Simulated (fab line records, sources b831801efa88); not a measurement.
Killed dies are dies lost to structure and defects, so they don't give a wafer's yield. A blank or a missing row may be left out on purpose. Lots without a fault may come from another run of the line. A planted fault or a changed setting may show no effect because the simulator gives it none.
fab line records | flow sky130
record lots=11 wafers=33 last_day=50
route steps=708 shown VIA1@478 VIA2@513 METAL3@536
lots that met no fault: from a run of the same line without faults
start_h: hours from the record's first day to the start of the lot's first wafer shown | wait_h: hours since the lot's step before | " the same as in the row above | L1.1+2: a row that stands for several wafers | - no value, or no start given | * or withheld: withheld | < > ~ a bound
route shown NAME@n: a module of which the file shows steps, and the number in the route of the first | usual: mean/standard deviation of fault-free wafers | same: alike in all rows | chamber/n: place in a boat | sites: the reading at each site | _std_site: their standard deviation | _edge_site: outer sites' mean less inner sites' | radius_mm: how far each site lies from the wafer's centre | mask NAME#n: copy n | behind: the tool/chamber that last shaped the wafer | hold: why the lot was held/for how many hours/how that ended | device: the transistor (n, p or np) that didn't switch | end of line: the same wafers' tests at the end of the route | a step without rows: its recipe alone | killed: dies lost to structure and defects at the first sort, not the wafer's yield | map: a wafer's dies, x killed, . not, _ none there
set.NAME: the setting as run; set.NAME@STEP: as run at that earlier step | model.NAME: the simulator's own value behind a step, which no gauge read
steps of the route over a sample of lots; a table a step, a row a wafer
services: from which hour (start_h, from the record's first day; less than 0 if before it) a tool's chamber was out of use, for how many hours, and why
## steps
# step SKY_VIA1_SPUTTER_20
# recipe material=TiN target_thk_nm=20 chamber_pressure_pa=5 power_w=4000 time_s=80
# usual throttle_valve_pct=30.1/0.94
# columns lot.wafer tool chamber start_h wait_h throttle_valve_pct
L917.2 pvd_sputter-01 - 793.92 0.0 31.2
L917.4 " - " " 27.8
L917.6 " - " " 27.9
L918.2 pvd_sputter-03 - 802.89 0.0 30.6
L918.4 " - " " 31.0
L918.6 " - " " 30.7
L921.1 pvd_sputter-03 - 824.72 0.0 31.4
L921.4 " - " " 30.6
L921.6 " - " " 31.2
L922.2 pvd_sputter-02 - 827.32 0.0 30.0
L922.3 " - " " 31.0
L922.6 " - " " 30.2
L924.3 pvd_sputter-01 - 848.53 0.0 27.9
L924.5 " - " " 30.7
L924.6 " - " " 27.8
L926.2 pvd_sputter-02 - 863.54 0.0 29.8
L926.4 " - " " 30.3
L926.5 " - " " 29.8
L927.3 pvd_sputter-03 - 869.27 0.0 31.5
L927.4 " - " " 30.6
L927.5 " - " " 29.3
L928.2 pvd_sputter-03 - 880.97 0.0 29.0
L928.3 " - " " 30.7
L928.4 " - " " 31.4
L930.2 pvd_sputter-03 - 890.77 0.0 30.9
L930.4 " - " " 31.3
L930.6 " - " " 30.5
L938.3 pvd_sputter-03 - 955.35 0.0 30.3
L938.4 " - " " 29.2
L938.5 " - " " 31.4
L940.2 pvd_sputter-01 - 964.62 0.0 30.8
L940.5 " - " " 29.0
L940.6 " - " " 31.0
# step SKY_VIA2_COAT_06
# recipe resist=BARC temp_c=withheld time_s=withheld spin_rpm=3000 resist_thk_nm=60
# columns lot.wafer tool chamber start_h wait_h
L917.2+4+6 litho_track-04 0 835.56 0.1
L918.2+4+6 litho_track-02 0 844.40 0.1
L921.1+4+6 litho_track-02 0 865.23 0.1
L922.2+3+6 litho_track-03 0 869.15 0.1
L924.3+5+6 litho_track-03 0 889.58 0.1
L926.2+4+5 litho_track-02 0 904.30 0.1
L927.3+4+5 litho_track-04 0 910.04 0.1
L928.2+3+4 litho_track-02 0 920.65 0.1
L930.2+4+6 litho_track-03 0 931.00 0.1
L938.3+4+5 litho_track-02 0 992.73 0.1
L940.2+5+6 litho_track-03 0 1002.45 0.1
# step SKY_VIA2_ETCH_14
# recipe chemistry=N2/H2 target=BARC ion_energy_ev=200 source_w=500 bias_w=100 pressure_mtorr=30 n2_flow_sccm=100 h2_flow_sccm=200 stop_on=SiO2 time_s=45.9 target_depth_a=600
# usual drypump_motor_current_A=5.93/0.28 oes_product_au=0.855/0.0046 throttle_valve_pct=13.226/0.011
# columns lot.wafer tool chamber start_h wait_h drypump_motor_current_A oes_product_au rf_hours_counter_h throttle_valve_pct
L917.2 rie_diel-04 1 849.60 0.0 6.16 0.862 17 13.225
L917.4 " 3 " " 5.61 0.855 13 13.221
L917.6 " 1 " " 6.15 0.860 - 13.240
L918.2 rie_diel-02 1 857.89 0.0 6.37 0.863 2 13.237
L918.4 " 2 " " 6.10 0.854 12 13.224
L918.6 " 0 " " 6.05 0.849 - 13.219
L921.1 rie_diel-02 0 878.69 0.0 6.11 0.850 8 13.236
L921.4 " 3 " " 5.76 0.856 8 13.228
L921.6 " 3 " " 5.76 0.853 - 13.207
L922.2 rie_diel-04 1 882.39 0.0 6.16 0.859 18 13.234
L922.3 " 2 " " 5.67 0.862 8 13.206
L922.6 " 1 " " 6.18 0.850 - 13.221
L924.3 rie_diel-04 0 903.19 0.0 6.02 0.849 22 13.227
L924.5 " 0 " " 6.00 0.861 - 13.216
L924.6 " 1 " " 6.13 0.851 - 13.227
L926.2 rie_diel-02 1 916.74 0.0 6.42 0.858 4 13.243
L926.4 " 2 " " 6.08 0.855 13 13.230
L926.5 " 3 " " 5.78 0.854 - 13.219
L927.3 rie_diel-01 3 922.68 0.0 5.43 0.850 19 13.232
L927.4 " 0 " " 5.55 0.856 17 13.229
L927.5 " 2 " " 6.32 0.853 - 13.230
L928.2 rie_diel-04 0 933.84 0.0 5.95 0.857 23 13.228
L928.3 " 1 " " 6.13 0.854 19 13.228
L928.4 " 2 " " 5.66 0.857 10 13.241
L930.2 rie_diel-04 1 943.39 0.0 6.16 0.866 20 13.235
L930.4 " 0 " " 6.00 0.851 23 13.224
L930.6 " 3 " " 5.59 0.852 - 13.232
L938.3 rie_diel-02 1 1005.04 0.0 6.40 0.867 7 13.213
L938.4 " 2 " " 6.06 0.865 15 13.238
L938.5 " 3 " " 5.79 0.872 - 13.245
L940.2 rie_diel-01 1 1015.04 0.0 5.98 0.857 26 13.221
L940.5 " 2 " " 6.32 0.862 - 13.219
L940.6 " 1 " " 5.98 0.860 - 13.224
# step SKY_VIA2_CMP_24
# recipe stop_on=SiO2 t_overpolish_s=20 down_force_psi=3.5 platen_rpm=60 target_thk_nm=0 pad_velocity_m_s=0.94248
# usual motor_current_A=11.3/1.1 overpolish_run_s=19.999/0.0094 platen_rpm=60.00/0.042 slurry_flow_ml_min=149.9/0.43 time_to_endpoint_s=102/3.4
# columns lot.wafer tool chamber start_h wait_h motor_current_A overpolish_run_s platen_rpm slurry_flow_ml_min time_to_endpoint_s
L917.4 cmp-02 3 850.73 0.0 11.0 19.998 60.02 150.2 101
L917.2 " 1 " " 11.5 19.995 59.94 149.5 100
L917.6 " 0 " " 12.1 20.008 60.03 150.3 99
L918.2 cmp-01 2 859.01 0.1 9.4 19.992 59.94 150.4 102
L918.4 " 0 " " 13.1 19.994 60.02 150.2 103
L918.6 " 1 " " 10.4 20.000 60.08 149.9 106
L921.1 cmp-01 3 879.76 0.1 10.5 19.999 59.98 150.5 108
L921.4 " 1 " " 10.9 19.993 60.00 149.4 106
L921.6 " 0 " " 12.6 19.994 59.96 149.5 105
L922.2 cmp-02 1 883.47 0.0 11.1 19.989 59.91 150.7 102
L922.3 " 0 " " 11.9 19.994 60.10 149.5 103
L922.6 " 1 " " 11.1 20.011 59.99 149.9 107
L924.3 cmp-01 0 904.25 0.0 12.6 20.010 60.01 149.6 104
L924.6 " 0 " " 13.1 20.002 60.03 149.4 103
L924.5 " 1 " " 11.1 20.010 60.06 149.6 104
L926.2 cmp-01 2 917.81 0.0 10.6 20.018 59.93 150.0 98
L926.4 " 0 " " 12.9 19.996 60.00 150.1 102
L926.5 " 2 " " 9.7 20.008 60.04 150.5 99
L927.4 cmp-01 2 923.76 0.0 10.0 20.003 60.00 149.3 103
L927.3 " 1 " " 11.1 20.005 59.99 149.7 106
L927.5 " 3 " " 10.4 19.999 59.94 150.4 104
L928.3 cmp-01 0 934.95 0.0 12.9 20.004 60.05 149.2 100
L928.2 " 1 " " 11.5 19.999 59.99 150.1 97
L928.4 " 2 " " 10.4 20.009 60.00 150.7 98
L930.2 cmp-02 3 944.49 0.0 11.4 20.000 60.08 149.1 97
L930.4 " 2 " " 13.1 20.002 60.02 150.3 98
L930.6 " 0 " " 12.1 19.998 59.92 150.3 97
L938.4 cmp-01 3 1006.14 0.0 10.3 20.000 59.99 150.4 107
L938.3 " 2 " " 10.0 19.985 59.99 150.0 104
L938.5 " 3 " " 10.3 20.004 60.03 150.8 109
L940.2 cmp-01 3 1016.15 0.1 10.6 19.968 60.03 149.9 104
L940.5 " 2 " " 10.1 20.015 60.11 149.2 101
L940.6 " 3 " " 10.3 19.996 59.97 150.5 104
# step SKY_METAL3_SPUTTER_04
# recipe material=TiN target_thk_nm=70 power_w=6500 time_s=58.3 chamber_pressure_pa=0.4
# usual throttle_valve_pct=30.0/0.75
# columns lot.wafer tool chamber start_h wait_h throttle_valve_pct
L917.2 pvd_sputter-02 - 851.14 0.0 30.0
L917.4 " - " " 29.9
L917.6 " - " " 31.1
L918.2 pvd_sputter-02 - 859.37 0.0 30.3
L918.4 " - " " 31.0
L918.6 " - " " 29.9
L921.1 pvd_sputter-01 - 880.17 0.0 29.2
L921.4 " - " " 29.6
L921.6 " - " " 29.8
L922.2 pvd_sputter-04 - 883.88 0.0 29.3
L922.3 " - " " 30.3
L922.6 " - " " 30.6
L924.3 pvd_sputter-02 - 904.67 0.0 30.4
L924.5 " - " " 30.4
L924.6 " - " " 30.1
L926.2 pvd_sputter-01 - 918.21 0.0 27.9
L926.4 " - " " 29.5
L926.5 " - " " 28.9
L927.3 pvd_sputter-01 - 924.16 0.0 28.0
L927.4 " - " " 31.0
L927.5 " - " " 30.9
L928.2 pvd_sputter-04 - 935.35 0.0 30.1
L928.3 " - " " 29.2
L928.4 " - " " 30.6
L930.2 pvd_sputter-04 - 944.90 0.0 30.7
L930.4 " - " " 30.2
L930.6 " - " " 29.8
L938.3 pvd_sputter-04 - 1006.54 0.0 29.5
L938.4 " - " " 30.4
L938.5 " - " " 30.6
L940.2 pvd_sputter-02 - 1016.51 0.0 29.7
L940.5 " - " " 29.9
L940.6 " - " " 29.8
## services
# columns tool chamber start_h hours kind
cmp-01 - 772.10 0.3 repair
rie_diel-02 1 774.04 2.1 repair
cmp-01 - 786.54 1.6 repair
cmp-01 - 794.63 7.9 pm
rie_diel-04 2 803.17 4.4 repair
cmp-01 - 807.60 0.4 repair
pvd_sputter-02 - 815.19 4.5 repair
cmp-01 - 822.49 15.5 pm
rie_diel-04 3 831.10 4.7 repair
pvd_sputter-01 - 849.35 1.8 repair
cmp-01 - 852.07 6.3 repair
cmp-01 - 854.87 1.4 repair
pvd_sputter-02 - 856.05 1.2 repair
pvd_sputter-02 - 872.16 27.3 repair
pvd_sputter-03 - 884.25 2.4 repair
cmp-01 - 912.12 4.0 pm
pvd_sputter-01 - 931.00 11.1 repair
cmp-01 - 937.70 15.6 repair
cmp-01 - 943.40 0.6 repair
rie_diel-04 3 960.73 11.2 repair
cmp-01 - 967.69 0.7 repair
pvd_sputter-02 - 991.31 4.6 repair
rie_diel-04 2 998.71 12.8 repair
rie_diel-04 - 1011.29 0.9 repair
## key
first_sign step=SKY_VIA2_ETCH_14 reading=oes_product_au direction=up sigmas=2.8 usual=0.855 struck=0.868
effect none on later readings
met_at SKY_VIA2_COAT_06
struck_lots L938
not_acting_at SKY_VIA1_SPUTTER_20,SKY_VIA2_CMP_24,SKY_METAL3_SPUTTER_04
onset_between 920.65 992.73
also_fits SKY_VIA2_ETCH_14:rie_diel-02
fault kind=process_parameter_drift tool=litho_track-02 chamber=- onset_h=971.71 steps=SKY_VIA2_COAT_06 channel=resist_thk_nm offset=1.602 shape=step end_h=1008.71 acts_in=these_recipes_only stated=60
